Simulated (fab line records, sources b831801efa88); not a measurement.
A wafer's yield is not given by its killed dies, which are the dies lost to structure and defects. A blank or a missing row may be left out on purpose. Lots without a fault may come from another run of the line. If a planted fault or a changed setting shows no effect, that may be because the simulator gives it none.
fab line records || flow gf180mcu || part 2 of 2: steps 25 to 34 of 34
record: {"lots": 5, "wafers": 15, "last-day": 34}
route steps=602 shown V5@553 TOP_METAL@567
lots untouched by any fault: they come from a run of this same line in which no faults occurred
start-h: hours from the record's opening day to when the first of the lot's shown wafers began || wait-h: hours from the lot's prior step to this one || " identical to the entry in the row above || L1.1+2: a single row standing in for several wafers || - either no value or no given start || * or withheld: withheld || < > ~ a bound
route shown NAME@n: names a module that has steps shown in the file, with the first one's number in the route || usual: the fault-free wafers' mean and standard deviation || same: alike in all rows || chamber/n: place in a boat || sites: per-site readings || _std_site: standard deviation of those values || _edge_site: inner sites' mean taken away from outer sites' mean || radius-mm: how far each site lies from the wafer's centre || mask NAME#n: copy n || behind: tool/chamber where the wafer was last shaped || hold: cause of the lot's hold/its duration in hours/its outcome || device: transistor that didn't switch, given as n, p or np || end of line: tests run on the same wafers once the route is complete || a step without rows: its recipe alone || killed: not the wafer's yield, but the dies lost to structure and defects at the first sort || map: per-die view of a wafer (x killed, . not killed, _ where there is no die)
set.NAME: the setting the step ran with; set.NAME@STEP: the setting that earlier step ran with || model.NAME: the simulator's own value behind a step, which no gauge read
a table for each step, a row for each wafer; lots at some steps of the route
services: the hour from which a tool's chamber was out of use, counted from the record's first day as start-h (under 0 if before that day), plus the number of hours and why
== steps ==
step: GF_TOP_METAL_SOFTBAKE_10
recipe: {"temp-c": 90, "time-s": 60, "resist": "NOVOLAK"}
same: {"time-s": 60}
{"lot.wafer": "L081.3+4+5", "tool": "litho-track-03", "chamber": 0, "start-h": 690.69, "wait-h": 0.1}
{"lot.wafer": "L085.1+2+3", "tool": "litho-track-01", "chamber": 0, "start-h": 725.43, "wait-h": 0.1}
{"lot.wafer": "L088.3+4+6", "tool": "litho-track-01", "chamber": 0, "start-h": 739.33, "wait-h": 0.1}
{"lot.wafer": "L092.2+4+6", "tool": "litho-track-02", "chamber": 0, "start-h": 765.14, "wait-h": 0.1}
{"lot.wafer": "L095.2+3+6", "tool": "litho-track-01", "chamber": 0, "start-h": 783.16, "wait-h": 0.1}
step: GF_TOP_METAL_EXPOSE_11
recipe: {"mask-id": "MetalTop", "target-cd-nm": 440, "na": 0.6, "source-shape": "conventional", "sigma-outer": 0.6, "dose-mj": 170}
usual: {"focus-offset-nm": "-0.1/0.5"}
{"lot.wafer": "L081.3", "tool": "iline-stepper-02", "chamber": 0, "start-h": "-", "wait-h": "-", "mask": "MetalTop#0", "focus-offset-nm": -0.5}
{"lot.wafer": "L081.4", "tool": "iline-stepper-02", "chamber": 0, "start-h": "-", "wait-h": "-", "mask": "MetalTop#0", "focus-offset-nm": 0.4}
{"lot.wafer": "L081.5", "tool": "iline-stepper-02", "chamber": 0, "start-h": "-", "wait-h": "-", "mask": "MetalTop#0", "focus-offset-nm": -0.3}
{"lot.wafer": "L085.1", "tool": "iline-stepper-01", "chamber": 0, "start-h": "-", "wait-h": "-", "mask": "MetalTop#0", "focus-offset-nm": 0.5}
{"lot.wafer": "L085.2", "tool": "iline-stepper-01", "chamber": 0, "start-h": "-", "wait-h": "-", "mask": "MetalTop#0", "focus-offset-nm": -0.3}
{"lot.wafer": "L085.3", "tool": "iline-stepper-01", "chamber": 0, "start-h": "-", "wait-h": "-", "mask": "MetalTop#0", "focus-offset-nm": -0.5}
{"lot.wafer": "L088.3", "tool": "iline-stepper-02", "chamber": 0, "start-h": "-", "wait-h": "-", "mask": "MetalTop#0", "focus-offset-nm": 0.4}
{"lot.wafer": "L088.4", "tool": "iline-stepper-02", "chamber": 0, "start-h": "-", "wait-h": "-", "mask": "MetalTop#0", "focus-offset-nm": 0.2}
{"lot.wafer": "L088.6", "tool": "iline-stepper-02", "chamber": 0, "start-h": "-", "wait-h": "-", "mask": "MetalTop#0", "focus-offset-nm": 0.3}
{"lot.wafer": "L092.2", "tool": "iline-stepper-02", "chamber": 0, "start-h": "-", "wait-h": "-", "mask": "MetalTop#0", "focus-offset-nm": -0.4}
{"lot.wafer": "L092.4", "tool": "iline-stepper-02", "chamber": 0, "start-h": "-", "wait-h": "-", "mask": "MetalTop#0", "focus-offset-nm": 0.9}
{"lot.wafer": "L092.6", "tool": "iline-stepper-02", "chamber": 0, "start-h": "-", "wait-h": "-", "mask": "MetalTop#0", "focus-offset-nm": -0.2}
{"lot.wafer": "L095.2", "tool": "iline-stepper-01", "chamber": 0, "start-h": "-", "wait-h": "-", "mask": "MetalTop#0", "focus-offset-nm": 0.1}
{"lot.wafer": "L095.3", "tool": "iline-stepper-01", "chamber": 0, "start-h": "-", "wait-h": "-", "mask": "MetalTop#0", "focus-offset-nm": -0.1}
{"lot.wafer": "L095.6", "tool": "iline-stepper-01", "chamber": 0, "start-h": "-", "wait-h": "-", "mask": "MetalTop#0", "focus-offset-nm": 0.9}
step: GF_TOP_METAL_PEB_12
recipe: {"temp-c": "withheld", "time-s": "*", "resist": "NOVOLAK"}
same: {"time-s": "*"}
{"lot.wafer": "L081.3+4+5", "tool": "litho-track-01", "chamber": 0, "start-h": "-", "wait-h": "-"}
{"lot.wafer": "L085.1+2+3", "tool": "litho-track-02", "chamber": 0, "start-h": "-", "wait-h": "-"}
{"lot.wafer": "L088.3+4+6", "tool": "litho-track-01", "chamber": 0, "start-h": "-", "wait-h": "-"}
{"lot.wafer": "L092.2+4+6", "tool": "litho-track-02", "chamber": 0, "start-h": "-", "wait-h": "-"}
{"lot.wafer": "L095.2+3+6", "tool": "litho-track-03", "chamber": 0, "start-h": "-", "wait-h": "-"}
step: GF_TOP_METAL_DEVELOP_13
recipe: {"develop-time-s": 60, "dev-temp-c": 23}
{"lot.wafer": "L081.3+4+5", "tool": "litho-track-01", "chamber": 0, "start-h": 699.93, "wait-h": 0.1}
{"lot.wafer": "L085.1+2+3", "tool": "litho-track-02", "chamber": 0, "start-h": 734.22, "wait-h": 0.1}
{"lot.wafer": "L088.3+4+6", "tool": "litho-track-01", "chamber": 0, "start-h": 748.03, "wait-h": 0.1}
{"lot.wafer": "L092.2+4+6", "tool": "litho-track-02", "chamber": 0, "start-h": 772.89, "wait-h": 0.1}
{"lot.wafer": "L095.2+3+6", "tool": "litho-track-03", "chamber": 0, "start-h": 790.66, "wait-h": 0.1}
step: GF_TOP_METAL_CD_MEAS_14
recipe: {"target-cd-nm": 440}
usual: {"cd-nm": "440.0/1.6"}
{"lot.wafer": "L081.3", "tool": "cd-sem-02", "chamber": "-", "start-h": 700.07, "wait-h": 0.1, "cd-nm": 438.2}
{"lot.wafer": "L081.4", "tool": "cd-sem-02", "chamber": "-", "start-h": 700.07, "wait-h": 0.1, "cd-nm": 439.3}
{"lot.wafer": "L081.5", "tool": "cd-sem-02", "chamber": "-", "start-h": 700.07, "wait-h": 0.1, "cd-nm": 439.0}
{"lot.wafer": "L085.1", "tool": "cd-sem-02", "chamber": "-", "start-h": 734.37, "wait-h": 0.1, "cd-nm": 438.7}
{"lot.wafer": "L085.2", "tool": "cd-sem-02", "chamber": "-", "start-h": 734.37, "wait-h": 0.1, "cd-nm": 442.9}
{"lot.wafer": "L085.3", "tool": "cd-sem-02", "chamber": "-", "start-h": 734.37, "wait-h": 0.1, "cd-nm": 440.5}
{"lot.wafer": "L088.3", "tool": "cd-sem-01", "chamber": "-", "start-h": 748.17, "wait-h": 0.1, "cd-nm": 439.1}
{"lot.wafer": "L088.4", "tool": "cd-sem-01", "chamber": "-", "start-h": 748.17, "wait-h": 0.1, "cd-nm": 437.2}
{"lot.wafer": "L088.6", "tool": "cd-sem-01", "chamber": "-", "start-h": 748.17, "wait-h": 0.1, "cd-nm": 438.3}
{"lot.wafer": "L092.2", "tool": "cd-sem-01", "chamber": "-", "start-h": 773.04, "wait-h": 0.1, "cd-nm": 440.6}
{"lot.wafer": "L092.4", "tool": "cd-sem-01", "chamber": "-", "start-h": 773.04, "wait-h": 0.1, "cd-nm": 440.9}
{"lot.wafer": "L092.6", "tool": "cd-sem-01", "chamber": "-", "start-h": 773.04, "wait-h": 0.1, "cd-nm": 439.9}
{"lot.wafer": "L095.2", "tool": "cd-sem-01", "chamber": "-", "start-h": 790.81, "wait-h": 0.1, "cd-nm": 440.3}
{"lot.wafer": "L095.3", "tool": "cd-sem-01", "chamber": "-", "start-h": 790.81, "wait-h": 0.1, "cd-nm": 439.8}
{"lot.wafer": "L095.6", "tool": "cd-sem-01", "chamber": "-", "start-h": 790.81, "wait-h": 0.1, "cd-nm": 439.7}
step: GF_TOP_METAL_OVL_MEAS_15
usual: {"TOP_METAL_OVL": "-0.2/1.1"}
{"lot.wafer": "L081.3", "tool": "overlay-01", "chamber": "-", "start-h": 700.17, "wait-h": 0.1, "TOP_METAL_OVL[nm]": -1.2}
{"lot.wafer": "L081.4", "tool": "overlay-01", "chamber": "-", "start-h": 700.17, "wait-h": 0.1, "TOP_METAL_OVL[nm]": -0.4}
{"lot.wafer": "L081.5", "tool": "overlay-01", "chamber": "-", "start-h": 700.17, "wait-h": 0.1, "TOP_METAL_OVL[nm]": -1.6}
{"lot.wafer": "L085.1", "tool": "overlay-02", "chamber": "-", "start-h": 734.49, "wait-h": 0.1, "TOP_METAL_OVL[nm]": 0.5}
{"lot.wafer": "L085.2", "tool": "overlay-02", "chamber": "-", "start-h": 734.49, "wait-h": 0.1, "TOP_METAL_OVL[nm]": -0.9}
{"lot.wafer": "L085.3", "tool": "overlay-02", "chamber": "-", "start-h": 734.49, "wait-h": 0.1, "TOP_METAL_OVL[nm]": 0.3}
{"lot.wafer": "L088.3", "tool": "overlay-02", "chamber": "-", "start-h": 748.26, "wait-h": 0.1, "TOP_METAL_OVL[nm]": 0.2}
{"lot.wafer": "L088.4", "tool": "overlay-02", "chamber": "-", "start-h": 748.26, "wait-h": 0.1, "TOP_METAL_OVL[nm]": 0.7}
{"lot.wafer": "L088.6", "tool": "overlay-02", "chamber": "-", "start-h": 748.26, "wait-h": 0.1, "TOP_METAL_OVL[nm]": 0.7}
{"lot.wafer": "L092.2", "tool": "overlay-01", "chamber": "-", "start-h": 773.14, "wait-h": 0.1, "TOP_METAL_OVL[nm]": -0.7}
{"lot.wafer": "L092.4", "tool": "overlay-01", "chamber": "-", "start-h": 773.14, "wait-h": 0.1, "TOP_METAL_OVL[nm]": -1.1}
{"lot.wafer": "L092.6", "tool": "overlay-01", "chamber": "-", "start-h": 773.14, "wait-h": 0.1, "TOP_METAL_OVL[nm]": -2.4}
{"lot.wafer": "L095.2", "tool": "overlay-01", "chamber": "-", "start-h": 790.92, "wait-h": 0.1, "TOP_METAL_OVL[nm]": -0.5}
{"lot.wafer": "L095.3", "tool": "overlay-01", "chamber": "-", "start-h": 790.92, "wait-h": 0.1, "TOP_METAL_OVL[nm]": -1.0}
{"lot.wafer": "L095.6", "tool": "overlay-01", "chamber": "-", "start-h": 790.92, "wait-h": 0.1, "TOP_METAL_OVL[nm]": -1.4}
step: GF_TOP_METAL_METAL_ETCH_16
recipe: {"chemistry": "Cl2/BCl3", "mask-material": "NOVOLAK", "target-depth-nm": 1197, "stop-on": "SiO2", "pressure-mtorr": 8, "icp-w": 800, "bias-w": 140, "Cl2_flow_sccm": 80, "bcl3-flow-sccm": 40, "time-s": 199.5}
usual: {"chamber-pressure-mTorr": "8.001/0.0074", "drypump-motor-current-A": "5.6/0.44", "oes-product-au": "0.991/0.0054", "throttle-valve-pct": "28.230/0.0098"}
same: {"time-s": 199.5}
{"lot.wafer": "L081.3", "tool": "rie-metal-04", "chamber": 1, "start-h": 700.25, "wait-h": 0.1, "chamber-pressure-mTorr": 8.001, "drypump-motor-current-A": 5.8, "oes-product-au": 0.988, "rf-hours-counter-h": "-", "throttle-valve-pct": 28.215}
{"lot.wafer": "L081.4", "tool": "rie-metal-04", "chamber": 0, "start-h": 700.25, "wait-h": 0.1, "chamber-pressure-mTorr": 8.004, "drypump-motor-current-A": 5.8, "oes-product-au": 0.994, "rf-hours-counter-h": "-", "throttle-valve-pct": 28.244}
{"lot.wafer": "L081.5", "tool": "rie-metal-04", "chamber": 0, "start-h": 700.25, "wait-h": 0.1, "chamber-pressure-mTorr": 8.001, "drypump-motor-current-A": 5.8, "oes-product-au": 0.996, "rf-hours-counter-h": "-", "throttle-valve-pct": 28.223}
{"lot.wafer": "L085.1", "tool": "rie-metal-04", "chamber": 1, "start-h": 734.52, "wait-h": 0.0, "chamber-pressure-mTorr": 8.000, "drypump-motor-current-A": 5.8, "oes-product-au": 0.986, "rf-hours-counter-h": 5, "throttle-valve-pct": 28.237}
{"lot.wafer": "L085.2", "tool": "rie-metal-04", "chamber": 0, "start-h": 734.52, "wait-h": 0.0, "chamber-pressure-mTorr": 8.004, "drypump-motor-current-A": 5.9, "oes-product-au": 0.996, "rf-hours-counter-h": 2, "throttle-valve-pct": 28.230}
{"lot.wafer": "L085.3", "tool": "rie-metal-04", "chamber": 0, "start-h": 734.52, "wait-h": 0.0, "chamber-pressure-mTorr": 7.991, "drypump-motor-current-A": 5.8, "oes-product-au": 0.990, "rf-hours-counter-h": "-", "throttle-valve-pct": 28.224}
{"lot.wafer": "L088.3", "tool": "rie-metal-01", "chamber": 1, "start-h": 748.42, "wait-h": 0.1, "chamber-pressure-mTorr": 8.012, "drypump-motor-current-A": 6.3, "oes-product-au": 0.988, "rf-hours-counter-h": "-", "throttle-valve-pct": 28.237}
{"lot.wafer": "L088.4", "tool": "rie-metal-01", "chamber": 1, "start-h": 748.42, "wait-h": 0.1, "chamber-pressure-mTorr": 8.002, "drypump-motor-current-A": 6.3, "oes-product-au": 0.992, "rf-hours-counter-h": "-", "throttle-valve-pct": 28.235}
{"lot.wafer": "L088.6", "tool": "rie-metal-01", "chamber": 1, "start-h": 748.42, "wait-h": 0.1, "chamber-pressure-mTorr": 8.011, "drypump-motor-current-A": 6.3, "oes-product-au": 0.988, "rf-hours-counter-h": "-", "throttle-valve-pct": 28.233}
{"lot.wafer": "L092.2", "tool": "rie-metal-02", "chamber": 0, "start-h": 773.24, "wait-h": 0.1, "chamber-pressure-mTorr": 7.996, "drypump-motor-current-A": 4.9, "oes-product-au": 0.998, "rf-hours-counter-h": "-", "throttle-valve-pct": 28.231}
{"lot.wafer": "L092.4", "tool": "rie-metal-02", "chamber": 0, "start-h": 773.24, "wait-h": 0.1, "chamber-pressure-mTorr": 8.001, "drypump-motor-current-A": 4.9, "oes-product-au": 0.994, "rf-hours-counter-h": "-", "throttle-valve-pct": 28.224}
{"lot.wafer": "L092.6", "tool": "rie-metal-02", "chamber": 0, "start-h": 773.24, "wait-h": 0.1, "chamber-pressure-mTorr": 7.987, "drypump-motor-current-A": 4.9, "oes-product-au": 0.996, "rf-hours-counter-h": "-", "throttle-valve-pct": 28.241}
{"lot.wafer": "L095.2", "tool": "rie-metal-02", "chamber": 0, "start-h": 790.95, "wait-h": 0.0, "chamber-pressure-mTorr": 8.006, "drypump-motor-current-A": 4.9, "oes-product-au": 0.978, "rf-hours-counter-h": 12, "throttle-valve-pct": 28.237}
{"lot.wafer": "L095.3", "tool": "rie-metal-02", "chamber": 1, "start-h": 790.95, "wait-h": 0.0, "chamber-pressure-mTorr": 8.004, "drypump-motor-current-A": 5.7, "oes-product-au": 0.996, "rf-hours-counter-h": "-", "throttle-valve-pct": 28.221}
{"lot.wafer": "L095.6", "tool": "rie-metal-02", "chamber": 1, "start-h": 790.95, "wait-h": 0.0, "chamber-pressure-mTorr": 8.002, "drypump-motor-current-A": 5.8, "oes-product-au": 0.988, "rf-hours-counter-h": "-", "throttle-valve-pct": 28.204}
step: GF_TOP_METAL_STRIP_17
recipe: {"chemistry": "O2/N2", "power-w": 1400, "pressure-mtorr": 1500, "platen-temp-c": 250, "o2-flow-sccm": 3000, "n2-flow-sccm": 300, "overash-fraction": 0.5}
usual: {"chamber-pressure-mTorr": "1500.2/1.3", "drypump-motor-current-A": "5.7/0.57", "heater-power-w": "338/37", "oes-product-au": "0.710/0.0046", "strip-time-to-endpoint-s": "12.90/0.078"}
{"lot.wafer": "L081.3", "tool": "plasma-asher-03", "chamber": 0, "start-h": 700.41, "wait-h": 0.1, "chamber-pressure-mTorr": 1500.9, "drypump-motor-current-A": 5.0, "heater-power-w": 309, "oes-product-au": 0.712, "rf-hours-counter-h": "-", "strip-time-to-endpoint-s": 12.89}
{"lot.wafer": "L081.4", "tool": "plasma-asher-03", "chamber": 1, "start-h": 700.41, "wait-h": 0.1, "chamber-pressure-mTorr": 1499.9, "drypump-motor-current-A": 5.9, "heater-power-w": 312, "oes-product-au": 0.714, "rf-hours-counter-h": "-", "strip-time-to-endpoint-s": 12.84}
{"lot.wafer": "L081.5", "tool": "plasma-asher-03", "chamber": 1, "start-h": 700.41, "wait-h": 0.1, "chamber-pressure-mTorr": 1502.8, "drypump-motor-current-A": 5.9, "heater-power-w": 318, "oes-product-au": 0.710, "rf-hours-counter-h": "-", "strip-time-to-endpoint-s": 12.81}
{"lot.wafer": "L085.1", "tool": "plasma-asher-03", "chamber": 1, "start-h": 734.72, "wait-h": 0.1, "chamber-pressure-mTorr": 1498.4, "drypump-motor-current-A": 5.9, "heater-power-w": 318, "oes-product-au": 0.704, "rf-hours-counter-h": 93, "strip-time-to-endpoint-s": 12.94}
{"lot.wafer": "L085.2", "tool": "plasma-asher-03", "chamber": 0, "start-h": 734.72, "wait-h": 0.1, "chamber-pressure-mTorr": 1499.5, "drypump-motor-current-A": 4.9, "heater-power-w": 319, "oes-product-au": 0.703, "rf-hours-counter-h": 93, "strip-time-to-endpoint-s": 12.84}
{"lot.wafer": "L085.3", "tool": "plasma-asher-03", "chamber": 0, "start-h": 734.72, "wait-h": 0.1, "chamber-pressure-mTorr": 1500.5, "drypump-motor-current-A": 5.0, "heater-power-w": 316, "oes-product-au": 0.703, "rf-hours-counter-h": "-", "strip-time-to-endpoint-s": 12.88}
{"lot.wafer": "L088.3", "tool": "plasma-asher-01", "chamber": 0, "start-h": 748.70, "wait-h": 0.2, "chamber-pressure-mTorr": 1501.9, "drypump-motor-current-A": 6.0, "heater-power-w": 316, "oes-product-au": 0.711, "rf-hours-counter-h": "-", "strip-time-to-endpoint-s": 12.77}
{"lot.wafer": "L088.4", "tool": "plasma-asher-01", "chamber": 1, "start-h": 748.70, "wait-h": 0.2, "chamber-pressure-mTorr": 1498.5, "drypump-motor-current-A": 6.6, "heater-power-w": 320, "oes-product-au": 0.706, "rf-hours-counter-h": "-", "strip-time-to-endpoint-s": 12.87}
{"lot.wafer": "L088.6", "tool": "plasma-asher-01", "chamber": 0, "start-h": 748.70, "wait-h": 0.2, "chamber-pressure-mTorr": 1499.5, "drypump-motor-current-A": 5.9, "heater-power-w": 313, "oes-product-au": 0.711, "rf-hours-counter-h": "-", "strip-time-to-endpoint-s": 12.92}
{"lot.wafer": "L092.2", "tool": "plasma-asher-04", "chamber": 0, "start-h": 773.56, "wait-h": 0.3, "chamber-pressure-mTorr": 1500.8, "drypump-motor-current-A": 5.9, "heater-power-w": 449, "oes-product-au": 0.706, "rf-hours-counter-h": 3, "strip-time-to-endpoint-s": 12.79}
{"lot.wafer": "L092.4", "tool": "plasma-asher-04", "chamber": 1, "start-h": 773.56, "wait-h": 0.3, "chamber-pressure-mTorr": 1502.0, "drypump-motor-current-A": 5.1, "heater-power-w": 369, "oes-product-au": 0.713, "rf-hours-counter-h": "-", "strip-time-to-endpoint-s": 12.85}
{"lot.wafer": "L092.6", "tool": "plasma-asher-04", "chamber": 1, "start-h": 773.56, "wait-h": 0.3, "chamber-pressure-mTorr": 1500.0, "drypump-motor-current-A": 5.1, "heater-power-w": 370, "oes-product-au": 0.705, "rf-hours-counter-h": "-", "strip-time-to-endpoint-s": 12.84}
{"lot.wafer": "L095.2", "tool": "plasma-asher-01", "chamber": 1, "start-h": 791.14, "wait-h": 0.1, "chamber-pressure-mTorr": 1498.3, "drypump-motor-current-A": 6.6, "heater-power-w": 316, "oes-product-au": 0.706, "rf-hours-counter-h": 38, "strip-time-to-endpoint-s": 13.05}
{"lot.wafer": "L095.3", "tool": "plasma-asher-01", "chamber": 1, "start-h": 791.14, "wait-h": 0.1, "chamber-pressure-mTorr": 1500.6, "drypump-motor-current-A": 6.6, "heater-power-w": 314, "oes-product-au": 0.718, "rf-hours-counter-h": "-", "strip-time-to-endpoint-s": 12.80}
{"lot.wafer": "L095.6", "tool": "plasma-asher-01", "chamber": 0, "start-h": 791.14, "wait-h": 0.1, "chamber-pressure-mTorr": 1500.0, "drypump-motor-current-A": 5.9, "heater-power-w": 320, "oes-product-au": 0.711, "rf-hours-counter-h": "-", "strip-time-to-endpoint-s": 12.83}
step: GF_TOP_METAL_STRIP_18
recipe: {"chemistry": "post-etch-residue-remover", "time-s": 1200, "temp-c": 72.5}
same: {"time-s": 1200}
{"lot.wafer": "L081.3+4+5", "tool": "wet-bench-02", "chamber": 2, "start-h": 700.55, "wait-h": 0.1}
{"lot.wafer": "L085.1+2+3", "tool": "wet-bench-04", "chamber": 0, "start-h": 734.82, "wait-h": 0.1}
{"lot.wafer": "L088.3+4+6", "tool": "wet-bench-02", "chamber": 1, "start-h": 748.77, "wait-h": 0.0}
{"lot.wafer": "L092.2+4+6", "tool": "wet-bench-03", "chamber": 3, "start-h": 773.66, "wait-h": 0.1}
{"lot.wafer": "L095.2+3+6", "tool": "wet-bench-02", "chamber": 3, "start-h": 791.24, "wait-h": 0.1}
step: GF_TOP_METAL_CLEAN_19
recipe: {"chemistry": "DIW", "dry": "n2-spin"}
{"lot.wafer": "L081.3+4+5", "tool": "wet-bench-02", "chamber": 1, "start-h": 700.89, "wait-h": 0.0}
{"lot.wafer": "L085.1+2+3", "tool": "wet-bench-02", "chamber": 0, "start-h": 735.19, "wait-h": 0.0}
{"lot.wafer": "L088.3+4+6", "tool": "wet-bench-02", "chamber": 0, "start-h": 749.11, "wait-h": 0.0}
{"lot.wafer": "L092.2+4+6", "tool": "wet-bench-02", "chamber": 1, "start-h": 774.00, "wait-h": 0.0}
{"lot.wafer": "L095.2+3+6", "tool": "wet-bench-03", "chamber": 3, "start-h": 791.61, "wait-h": 0.0}
== services ==
{"tool": "wet-bench-03", "chamber": "-", "start-h": 656.89, "hours": 1.9, "kind": "pm"}
{"tool": "rie-diel-01", "chamber": 2, "start-h": 660.76, "hours": 7.1, "kind": "repair"}
{"tool": "pvd-sputter-03", "chamber": "-", "start-h": 661.00, "hours": 0.6, "kind": "repair"}
{"tool": "iline-stepper-02", "chamber": "-", "start-h": 666.63, "hours": 2.1, "kind": "pm"}
{"tool": "cmp-01", "chamber": "-", "start-h": 675.13, "hours": 0.8, "kind": "repair"}
{"tool": "cmp-02", "chamber": "-", "start-h": 678.63, "hours": 5.5, "kind": "pm"}
{"tool": "iline-stepper-01", "chamber": "-", "start-h": 682.74, "hours": 28.9, "kind": "pm"}
{"tool": "wet-bench-03", "chamber": "-", "start-h": 684.41, "hours": 28.9, "kind": "pm"}
{"tool": "plasma-asher-01", "chamber": "-", "start-h": 684.80, "hours": 4.2, "kind": "repair"}
{"tool": "cmp-01", "chamber": "-", "start-h": 691.81, "hours": 1.0, "kind": "repair"}
{"tool": "plasma-asher-01", "chamber": "-", "start-h": 694.92, "hours": 9.3, "kind": "repair"}
{"tool": "rie-diel-01", "chamber": 3, "start-h": 699.70, "hours": 13.8, "kind": "repair"}
{"tool": "rie-diel-01", "chamber": 1, "start-h": 706.16, "hours": 2.9, "kind": "repair"}
{"tool": "cmp-01", "chamber": "-", "start-h": 715.51, "hours": 2.5, "kind": "repair"}
{"tool": "plasma-asher-04", "chamber": "-", "start-h": 733.75, "hours": 9.0, "kind": "pm"}
{"tool": "rie-diel-04", "chamber": 3, "start-h": 739.44, "hours": 12.4, "kind": "repair"}
{"tool": "pvd-sputter-03", "chamber": "-", "start-h": 743.63, "hours": 1.0, "kind": "repair"}
{"tool": "cmp-01", "chamber": "-", "start-h": 744.14, "hours": 4.0, "kind": "pm"}
{"tool": "cmp-01", "chamber": "-", "start-h": 746.59, "hours": 2.2, "kind": "repair"}
{"tool": "cvd-w-01", "chamber": "-", "start-h": 753.15, "hours": 1.1, "kind": "repair"}
{"tool": "rie-metal-02", "chamber": 1, "start-h": 754.98, "hours": 21.6, "kind": "repair"}
{"tool": "plasma-asher-03", "chamber": "-", "start-h": 756.08, "hours": 2.8, "kind": "pm"}
{"tool": "rie-diel-04", "chamber": 0, "start-h": 763.52, "hours": 5.8, "kind": "repair"}
{"tool": "iline-stepper-02", "chamber": "-", "start-h": 776.52, "hours": 1.7, "kind": "pm"}
